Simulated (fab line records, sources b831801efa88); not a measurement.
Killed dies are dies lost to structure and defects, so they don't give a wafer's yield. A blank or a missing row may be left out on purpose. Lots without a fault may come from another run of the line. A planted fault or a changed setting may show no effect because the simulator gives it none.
Chamber matching | flow sky130 | SKY_VIA1_ETCH_15 on rie_diel-04: 4 sister chambers
The step etches SiO2 in C4F8/O2/Ar, stops on TiN, target depth 351 nm, time 54 s. 8 wafers are shown with their chamber, then 12 later ones without.

WAFERS WITH THEIR CHAMBER
wafer  | chamber | oes_product_au (a.u.)
L085.5 | 2       | 0.986
L087.4 | 1       | 0.977
L087.6 | 0       | 0.977
L088.5 | 3       | 0.987
L088.6 | 0       | 0.968
L090.2 | 3       | 0.982
L090.4 | 2       | 0.977
L090.5 | 1       | 0.957

WAFERS WITHOUT THEIR CHAMBER
wafer  | oes_product_au (a.u.)
L092.1 | 0.977
L092.2 | 0.986
L092.6 | 0.983
L094.1 | 0.985
L094.3 | 0.989
L094.6 | 0.985
L095.2 | 0.976
L095.3 | 0.979
L095.4 | 0.983
L096.1 | 0.970
L096.2 | 0.961
L096.3 | 0.982

WHICH CHAMBER EACH WENT THROUGH
wafer  | from the rows above               | in truth
L092.1 | can't be placed: 0 or 2 or 3 or 1 | 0
L092.2 | can't be placed: 3 or 2 or 0      | 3
L092.6 | can't be placed: 2 or 3 or 0 or 1 | 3
L094.1 | can't be placed: 3 or 2 or 0      | 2
L094.3 | can't be placed: 3 or 2 or 0      | 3
L094.6 | can't be placed: 3 or 2 or 0      | 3
L095.2 | can't be placed: 0 or 2 or 3 or 1 | 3
L095.3 | can't be placed: 2 or 3 or 0 or 1 | 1
L095.4 | can't be placed: 2 or 3 or 0 or 1 | 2
L096.1 | can't be placed: 0 or 1 or 2 or 3 | 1
L096.2 | can't be placed: 1 or 0 or 2      | 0
L096.3 | can't be placed: 2 or 3 or 0 or 1 | 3
Placed correctly: 0 of 12. Can't be placed from these rows: 12 (the true chamber is among the candidates in 12). Placed wrongly: 0.
How it was worked out, from the rows above alone: a wafer's distance from a chamber is the root of the sum, over the readings, of the square of ((its reading less the chamber's mean) divided by the reading's scatter). The wafer belongs to the nearest chamber; if the next one is less than 2 further off, it can't be placed. A chamber's mean is the mean of its shown wafers. The scatter: the root of (the sum of the squares of (reading less its chamber's mean) over the shown wafers, divided by (wafers less chambers)).
